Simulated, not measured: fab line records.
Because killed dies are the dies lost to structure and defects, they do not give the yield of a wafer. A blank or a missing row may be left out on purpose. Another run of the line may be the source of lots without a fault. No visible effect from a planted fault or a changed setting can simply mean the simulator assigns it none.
Which tool is to blame?	flow gf180mcu	12 lots, 36 wafers sampled, at 5 steps of a route of 602

WHAT THE GAUGES SHOWED, per wafer
GF_MVPSD_TW_MEAS_11. Usual: for MVPSD_TW the level is 553 and the standard deviation is 7.8.
lot	measured	on	MVPSD_TW	flag
L793	day 4 23:59	filmMetro-03	540 540 541	
L794	day 5 10:05	filmMetro-03	541 544 544	
L795	day 5 12:37	filmMetro-02	560 558 555	
L799	day 6 12:04	filmMetro-03	543 544 543	
L800	day 6 16:22	filmMetro-04	555 556 556	
L808	day 8 20:41	filmMetro-04	559 559 557	
L809	day 9 02:37	filmMetro-03	540 539 544	
L810	day 9 07:53	filmMetro-02	564 563 562	
L812	day 9 20:02	filmMetro-04	559 557 558	
L813	day 10 06:10	filmMetro-02	564 561 563	
L814	day 10 09:23	filmMetro-04	554 558 559	
L816	day 10 18:01	filmMetro-03	546 545 541	

GF_VT_IMPLANT_OVL_MEAS_07. Usual: for VT_IMPLANT_OVL the level is 1.5 nm and the standard deviation is 1.5.
lot	measured	on	VT_IMPLANT_OVL (nm)	flag
L793	day 5 13:07	overlay-01	-1.4 0.2 0.4	
L794	day 5 23:21	overlay-02	2.5 1.5 2.0	
L795	day 6 03:05	overlay-01	4.5 3.0 2.4	
L799	day 7 02:45	overlay-01	- - -	OFF
L800	day 7 07:36	overlay-01	- - -	OFF
L808	day 9 14:06	overlay-02	1.2 1.5 1.2	
L809	day 9 19:55	overlay-01	4.5 2.9 4.1	
L810	day 10 00:46	overlay-02	1.2 0.9 0.0	
L812	day 10 13:57	overlay-01	1.7 2.6 2.0	
L813	day 11 00:27	overlay-02	1.2 1.6 0.1	
L814	day 11 03:37	overlay-01	4.1 5.0 4.3	
L816	day 11 11:59	overlay-02	0.4 -0.4 -0.3	

GF_VT_IMPLANT_TW_MEAS_10. Usual: for VT_IMPLANT_TW the level is 567.6 and the standard deviation is 3.
lot	measured	on	VT_IMPLANT_TW	flag
L793	day 5 13:25	filmMetro-04	566.5 570.8 567.3	
L794	day 5 23:38	filmMetro-04	565.3 566.8 567.2	
L795	day 6 03:22	filmMetro-01	570.3 569.4 572.0	
L799	day 7 03:02	filmMetro-04	30.1 29.9 30.0	OFF
L800	day 7 07:53	filmMetro-01	30.1 29.9 30.2	OFF
L808	day 9 14:23	filmMetro-01	563.4 564.5 561.4	
L809	day 9 20:12	filmMetro-01	562.9 561.5 561.1	
L810	day 10 01:03	filmMetro-04	567.3 568.6 562.8	
L812	day 10 14:14	filmMetro-02	571.8 569.7 571.5	
L813	day 11 00:44	filmMetro-02	567.9 568.5 569.8	
L814	day 11 03:55	filmMetro-02	566.8 569.9 568.8	
L816	day 11 12:17	filmMetro-01	572.1 570.2 570.4	

WHAT TOOL EACH LOT RAN ON (gives the tool, then ch and the chambers of the sampled wafers, and finally the start)
lot	GF_LVPWELL_STRIP_10	GF_VT_IMPLANT_DEVELOP_06
L793	plasmaAsher-02 ch 0,1, day 3 20:19	lithoTrack-02 ch 0, day 5 13:02
L794	plasmaAsher-04 ch 0,1, day 4 05:41	lithoTrack-01 ch 0, day 5 23:13
L795	plasmaAsher-01 ch 0,1, day 4 08:14	lithoTrack-04 ch 0, day 6 02:56
L799	plasmaAsher-01 ch 0,1, day 5 06:19	lithoTrack-02 ch 0, day 7 02:36
L800	plasmaAsher-04 ch 0,1, day 5 10:59	lithoTrack-02 ch 0, day 7 07:27
L808	plasmaAsher-01 ch 0,1, day 7 11:34	lithoTrack-01 ch 0, day 9 13:58
L809	plasmaAsher-02 ch 0,1, day 7 16:46	lithoTrack-02 ch 0, day 9 19:47
L810	plasmaAsher-04 ch 0,1, day 7 22:20	lithoTrack-01 ch 0, day 10 00:38
L812	plasmaAsher-04 ch 0, day 8 09:10	lithoTrack-02 ch 0, day 10 13:48
L813	plasmaAsher-04 ch 0, day 8 18:35	lithoTrack-02 ch 0, day 11 00:18
L814	plasmaAsher-02 ch 0,1, day 8 21:05	lithoTrack-02 ch 0, day 11 03:32
L816	plasmaAsher-01 ch 0,1, day 9 05:52	lithoTrack-01 ch 0, day 11 11:50
- GF_LVPWELL_STRIP_10: strips in O2/N2.
- GF_VT_IMPLANT_DEVELOP_06: develop time 60 s.

AS READ BY THE TOOLS THEMSELVES (means over the sampled wafers that have a number; for cases with no such wafer, the mark the record gives instead)
GF_LVPWELL_STRIP_10. Usual: drypumpMotorCurrentA 5.9 A, standard deviation 0.56; heaterPowerW 335 W, standard deviation 28; oesProductAu 0.722 a.u., standard deviation 0.0043; platenTempC 250.01 C, standard deviation 0.2; stripTimeToEndpointS 36.96 s, standard deviation 0.099.
lot	tool	drypumpMotorCurrentA (A)	heaterPowerW (W)	oesProductAu (a.u.)	platenTempC (C)	stripTimeToEndpointS (s)	flag
L793	plasmaAsher-02	6.0	329	0.720	249.98	37.05	
L794	plasmaAsher-04	5.8	337	0.721	250.15	37.00	
L795	plasmaAsher-01	5.5	333	0.723	250.01	36.93	
L799	plasmaAsher-01	5.2	350	0.721	249.96	36.98	
L800	plasmaAsher-04	5.8	337	0.721	249.92	36.97	
L808	plasmaAsher-01	5.2	355	0.724	249.94	36.87	
L809	plasmaAsher-02	6.1	344	0.723	250.00	37.13	
L810	plasmaAsher-04	5.8	335	0.721	250.13	36.95	
L812	plasmaAsher-04	6.7	289	0.720	249.75	36.96	
L813	plasmaAsher-04	6.7	289	0.722	249.90	36.91	
L814	plasmaAsher-02	6.0	333	0.720	249.93	36.85	
L816	plasmaAsher-01	5.2	349	0.725	250.49	36.94	

THE ANSWER, worked out from the rows above alone
Rule: take the mean of a lot's wafers that have a number; if it is more than 3 standard deviations from the usual mean, the lot is off. A lot without any number at a reading at which 4 lots or more have one is off too. Where the step has rows for the other lots, those lots are counted as sound. First the gauges in route order, then the tools' own readings, where a lot's mean is used as printed above. At the first step where some lot is off, the reading lying furthest off is the one used; lots without a number count as furthest.
Off: L799, L800, at GF_VT_IMPLANT_OVL_MEAS_07 (VT_IMPLANT_OVL). Without a number there: L799, L800.
A tool fits if, at a process step before that reading, it ran every lot that is off, and no sound lot after the first of them. The gauges at GF_VT_IMPLANT_OVL_MEAS_07 aren't tried: what is off there is off at GF_VT_IMPLANT_TW_MEAS_10 too, on other tools, and a gauge's error can't cause that. No candidate that was tried fits.

WHAT THE SIMULATOR HAD PUT IN
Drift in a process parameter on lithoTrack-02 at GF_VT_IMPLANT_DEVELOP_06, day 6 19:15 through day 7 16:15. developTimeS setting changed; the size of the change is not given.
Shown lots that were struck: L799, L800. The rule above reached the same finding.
